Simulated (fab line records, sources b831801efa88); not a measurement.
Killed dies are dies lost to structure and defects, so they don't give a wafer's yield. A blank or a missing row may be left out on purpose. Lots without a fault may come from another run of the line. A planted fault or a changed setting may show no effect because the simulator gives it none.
Which tool did it? | flow sky130 | 13 lots, 39 wafers sampled, at 4 steps of a route of 708

WHAT THE GAUGES READ, wafer by wafer
SKY_RES_XHIGH_TW_MEAS_09. Usual: RES_XHIGH_TW 1648, standard deviation 12.
lot  | measured     | on            | RES_XHIGH_TW   | flag
L321 | day 27 08:02 | film_metro-03 | 1659 1661 1661 |
L322 | day 27 15:34 | film_metro-03 | 1659 1664 1661 |
L323 | day 28 02:04 | film_metro-01 | 1646 1639 1640 |
L325 | day 28 15:20 | film_metro-01 | 1636 1638 1630 |
L324 | day 28 19:14 | film_metro-01 | 1637 1645 1647 |
L326 | day 29 05:17 | film_metro-03 | 1663 1660 1661 |
L327 | day 29 08:59 | film_metro-02 | 1648 1635 1638 |
L328 | day 29 13:04 | film_metro-03 | 1662 1668 1655 |
L329 | day 30 01:19 | film_metro-01 | 1646 1633 1639 |
L330 | day 30 12:13 | film_metro-03 | 1082 1086 1076 | OFF
L331 | day 30 19:25 | film_metro-01 | 1070 1063 1071 | OFF
L332 | day 30 23:31 | film_metro-02 | 1073 1069 1068 | OFF
L333 | day 31 19:10 | film_metro-03 | 1082 1085 1079 | OFF

SKY_SD_N_RS_MEAS_18: measures by four-point-probe. Usual: RES_XHIGH_RS 333.7 ohm/sq, standard deviation 1.4.
lot  | measured     | on            | RES_XHIGH_RS (ohm/sq) | flag
L321 | day 28 14:22 | film_metro-01 | 334.1 335.1 335.1     |
L322 | day 28 21:36 | film_metro-03 | 334.3 334.1 334.3     |
L323 | day 29 08:02 | film_metro-01 | 330.8 330.7 330.7     |
L325 | day 29 20:58 | film_metro-01 | 334.0 333.7 335.2     |
L324 | day 30 01:03 | film_metro-02 | 334.1 334.2 334.7     |
L326 | day 30 10:52 | film_metro-01 | 332.8 332.4 334.4     |
L327 | day 30 15:06 | film_metro-01 | 334.3 333.6 333.2     |
L328 | day 30 18:37 | film_metro-02 | 332.1 331.3 331.6     |
L329 | day 31 06:06 | film_metro-01 | 332.2 332.8 333.5     |
L330 | day 31 17:38 | film_metro-01 | 257.9 258.3 258.9     | OFF
L331 | day 32 01:15 | film_metro-01 | 259.7 260.0 260.5     | OFF
L332 | day 32 05:06 | film_metro-03 | 259.7 260.7 260.5     | OFF
L333 | day 32 23:59 | film_metro-01 | 260.4 259.8 261.1     | OFF

WHICH TOOL RAN EACH LOT (tool, then ch and the chambers of the sampled wafers, then the start)
lot  | SKY_RES_XHIGH_IMPLANT_07        | SKY_RES_XHIGH_STRIP_08
L321 | implanter-01 ch 0, day 27 07:47 | plasma_asher-03 ch 0,1, day 27 07:55
L322 | implanter-01 ch 0, day 27 15:19 | plasma_asher-02 ch 0,1, day 27 15:28
L323 | implanter-04 ch 0, day 28 01:50 | plasma_asher-02 ch 0,1, day 28 01:58
L325 | implanter-01 ch 0, day 28 15:08 | plasma_asher-01 ch 0,1, day 28 15:14
L324 | implanter-01 ch 0, day 28 19:01 | plasma_asher-01 ch 0,1, day 28 19:08
L326 | implanter-02 ch 0, day 29 05:04 | plasma_asher-03 ch 0,1, day 29 05:11
L327 | implanter-04 ch 0, day 29 08:44 | plasma_asher-01 ch 0,1, day 29 08:53
L328 | implanter-02 ch 0, day 29 12:50 | plasma_asher-03 ch 0, day 29 12:58
L329 | implanter-02 ch 0, day 30 01:04 | plasma_asher-03 ch 0,1, day 30 01:13
L330 | implanter-04 ch 0, day 30 11:59 | plasma_asher-01 ch 0, day 30 12:07
L331 | implanter-01 ch 0, day 30 19:10 | plasma_asher-01 ch 0,1, day 30 19:19
L332 | implanter-04 ch 0, day 30 23:16 | plasma_asher-02 ch 0,1, day 30 23:25
L333 | implanter-02 ch 0, day 31 18:55 | plasma_asher-02 ch 0,1, day 31 19:04
- SKY_RES_XHIGH_IMPLANT_07
- SKY_RES_XHIGH_STRIP_08: strips in O2/N2.

WHAT THE TOOLS THEMSELVES READ (means of the sampled wafers that have a number; where no wafer has one, the mark that the record gives instead)
SKY_RES_XHIGH_STRIP_08. Usual: drypump_motor_current_A 5.7 A, standard deviation 0.41; oes_product_au 0.711 a.u., standard deviation 0.0045; strip_time_to_endpoint_s 14.27 s, standard deviation 0.034.
lot  | tool            | drypump_motor_current_A (A) | oes_product_au (a.u.) | strip_time_to_endpoint_s (s) | flag
L321 | plasma_asher-03 | 5.7                         | 0.712                 | 14.25                        |
L322 | plasma_asher-02 | 5.6                         | 0.707                 | 14.29                        |
L323 | plasma_asher-02 | 5.3                         | 0.710                 | 14.31                        |
L325 | plasma_asher-01 | 5.9                         | 0.707                 | 14.31                        |
L324 | plasma_asher-01 | 5.9                         | 0.710                 | 14.26                        |
L326 | plasma_asher-03 | 5.8                         | 0.708                 | 14.28                        |
L327 | plasma_asher-01 | 5.7                         | 0.710                 | 14.28                        |
L328 | plasma_asher-03 | 5.5                         | 0.709                 | 14.26                        |
L329 | plasma_asher-03 | 5.8                         | 0.713                 | 14.21                        |
L330 | plasma_asher-01 | 5.5                         | 0.715                 | 14.20                        |
L331 | plasma_asher-01 | 5.9                         | 0.715                 | 14.18                        |
L332 | plasma_asher-02 | 5.6                         | 0.714                 | 14.20                        |
L333 | plasma_asher-02 | 5.3                         | 0.715                 | 14.14                        | OFF

THE ANSWER, worked out from the rows above alone
Rule: a lot is off if the mean of its wafers that have a number lies more than 3 standard deviations from the usual mean. A lot without any number at a reading at which 4 lots or more have one is off too. The other lots that the step has rows for count as sound. The gauges are gone through in route order, then the tools' own readings, and for those a lot's mean is taken as printed above. The first step at which some lot is off is used, and at that step the reading that is off furthest; a lot without a number counts as furthest.
Off: L330, L331, L332, L333, at SKY_RES_XHIGH_TW_MEAS_09 (RES_XHIGH_TW).
A tool fits if, at a process step before that reading, it ran every lot that is off, and no sound lot after the first of them. The gauges at SKY_RES_XHIGH_TW_MEAS_09 are tried like those tools. None of those tried fits.

WHAT THE SIMULATOR HAD PUT IN
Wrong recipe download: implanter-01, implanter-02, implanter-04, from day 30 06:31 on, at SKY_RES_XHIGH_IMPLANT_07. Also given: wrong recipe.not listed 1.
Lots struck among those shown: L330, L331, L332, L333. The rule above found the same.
